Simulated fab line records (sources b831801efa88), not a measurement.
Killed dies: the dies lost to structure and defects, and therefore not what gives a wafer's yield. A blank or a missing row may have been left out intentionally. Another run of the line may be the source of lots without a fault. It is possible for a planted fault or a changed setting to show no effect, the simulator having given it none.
Which tool is to blame? | flow gf180mcu | 13 lots, 39 wafers sampled, at 2 steps of a route of 602

WHAT EACH GAUGE READ, for each wafer
GF_DUAL_GATE_THK_MEAS_03.
lot  | measured     | on            | DUAL_GATE_OXIDATION_00_THK (nm)
L955 | day 7 15:35  | film metro-03 | 10.97 11.16 10.72
L956 | day 7 19:40  | film metro-02 | 11.33 11.46 11.08
L958 | day 8 16:20  | film metro-01 | 11.16 11.16 11.04
L959 | day 8 21:42  | film metro-03 | 10.86 10.93 10.98
L960 | day 8 21:43  | film metro-02 | 11.15 11.06 11.04
L968 | day 11 04:05 | film metro-01 | 11.16 11.26 11.11
L970 | day 11 20:23 | film metro-02 | 10.81 10.92 10.95
L971 | day 12 03:58 | film metro-01 | 10.63 10.78 10.96
L972 | day 12 08:10 | film metro-03 | 11.02 11.07 11.22
L974 | day 12 23:58 | film metro-03 | 10.99 10.93 10.89
L975 | day 13 05:55 | film metro-01 | 11.29 11.35 11.31
L977 | day 13 17:32 | film metro-03 | 11.23 11.23 11.40
L978 | day 14 02:14 | film metro-02 | 11.03 10.83 10.88

GF_POLY_GATE_THK_MEAS_01.
lot  | measured     | on            | POLY_GATE_CVD_00_THK (nm)
L955 | day 8 16:14  | film metro-03 | 201.3 200.2 200.6
L956 | day 8 16:16  | film metro-02 | 204.9 203.9 204.3
L958 | day 9 11:53  | film metro-04 | 202.0 199.2 201.3
L959 | day 9 17:58  | film metro-04 | 200.6 201.3 202.9
L960 | day 9 17:58  | film metro-02 | 205.8 204.7 205.5
L968 | day 12 01:25 | film metro-04 | 202.9 201.6 204.9
L970 | day 12 18:34 | film metro-04 | 202.4 204.0 201.3
L971 | day 13 02:30 | film metro-04 | 201.1 202.4 202.3
L972 | day 13 05:49 | film metro-03 | 202.8 201.3 200.2
L974 | day 13 23:05 | film metro-02 | 202.7 201.7 201.9
L975 | day 14 05:44 | film metro-03 | 202.6 200.9 199.5
L977 | day 14 18:33 | film metro-04 | 204.5 202.4 203.7
L978 | day 15 02:58 | film metro-03 | 199.0 200.0 199.7

TOOL THAT RAN EACH LOT (tool first, then ch and the chambers of the sampled wafers, then the start)
Record: no process step prior to these readings.

WHAT THE TOOLS THEMSELVES READ (means of the sampled wafers that have a number; where no wafer has one, the mark that the record gives instead)
The record holds no such reading with a usual standard deviation.

THE ANSWER, worked out from the rows above alone
Rule: the lots themselves supply what counts as usual. Put in order of their means at a reading, lots are off if they are a third of the lots or fewer, leave a main group of 4 or more, and stand apart from it by a gap of 3 or more times the standard deviation of the main group's means; of several such gaps the widest counts. A main group is skipped when, at the precision printed for the reading in the tables above, its means are all equal. Also off: a lot with no number at a reading for which 4 or more lots have one. Any other lot the step has rows for is counted as sound. The gauges are gone through in route order, then the tools' own readings, and for those a lot's mean is taken as printed above. The first step at which some lot is off is used, and at that step the reading that is off furthest; a lot without a number counts as furthest.
Across all readings shown, no lot is off: no conclusion can be drawn from this.

WHAT THE SIMULATOR HAD PUT IN
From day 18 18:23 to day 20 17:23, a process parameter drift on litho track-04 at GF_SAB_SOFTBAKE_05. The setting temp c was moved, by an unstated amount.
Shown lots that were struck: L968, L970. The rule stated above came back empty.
